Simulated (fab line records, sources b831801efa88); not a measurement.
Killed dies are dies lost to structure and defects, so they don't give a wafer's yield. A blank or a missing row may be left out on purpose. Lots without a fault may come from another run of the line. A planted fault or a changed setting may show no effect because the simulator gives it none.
One fault seen from 2 desks | flow gf180mcu | each desk has only its own numbers; what lay behind them comes last

THE METROLOGY DESK
What the gauges read, lot by lot, whatever tool the lot ran on: means of the sampled wafers that have a number. A lot is out of limits, marked OUT, if its mean lies more than 4 standard deviations from the usual mean; the brackets give that distance.
Columns: A = NWELL_RS at GF_VT_IMPLANT_RS_MEAS_47, usual 488.0 ohm/sq; B = HV_LDD_RS at GF_HV_LDD_RS_MEAS_53, usual 417.4 ohm/sq
lot  | first seen here | A     | B
L833 | day 8 13:13     | 487.9 | 417.5
L837 | day 9 10:24     | 485.9 | -
L838 | day 9 21:37     | 488.8 | -
L839 | day 10 02:27    | 488.6 | 418.4
L843 | day 11 06:10    | 487.0 | 416.8
L844 | day 11 14:25    | 487.8 | 417.3
L847 | day 12 09:47    | 485.7 | 418.4
L848 | day 12 14:07    | 488.3 | 417.8
L849 | day 12 22:09    | 486.0 | 416.8
L850 | day 13 05:55    | 489.5 | 417.0
L851 | day 13 12:58    | 487.0 | 418.2
L852 | day 13 17:08    | 489.0 | 417.3
L853 | day 14 01:20    | 488.8 | 415.8
This desk's finding: nothing out of limits on any of the 13 lots.

THE TOOL OWNER'S DESK: implanter-01
The tool's own readings at GF_HV_LDD_IMPLANT_33: means of the sampled wafers that have a number, for each lot that ran on this tool. A lot is out of limits, marked OUT, if its mean lies more than 4 standard deviations from the usual mean; the brackets give that distance.
Columns: A = tilt_deg at GF_HV_LDD_IMPLANT_33, usual 29.999 degrees
lot  | first seen here | A
L837 | day 13 16:02    | 34.553 (+99 or more) OUT
L838 | day 14 04:55    | 34.558 (+99 or more) OUT
L847 | day 17 02:46    | 29.998
L850 | day 18 02:36    | 30.032
This desk's finding: out of limits on L837, L838; first on L837, day 13 16:02 (tilt_deg at GF_HV_LDD_IMPLANT_33). In limits: L847, L850.

PUT TOGETHER
The tool owner's desk could have raised an alarm at day 13 16:02, on L837, L838.
The metrology desk saw nothing out of limits.
The metrology desk has L837, L838 on record, within its limits.
Of the lots named, all ran GF_HV_LDD_IMPLANT_33 on implanter-01.

WHAT THE SIMULATOR HAD PUT IN
Process parameter drift: implanter-01, from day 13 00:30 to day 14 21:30, at GF_HV_LDD_IMPLANT_33. Setting tilt_deg, moved by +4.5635, from 30. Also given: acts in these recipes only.
Lots struck among those shown: L837, L838.
Hours from the fault's start to each desk's first reading out of limits: the tool owner's desk, 16.
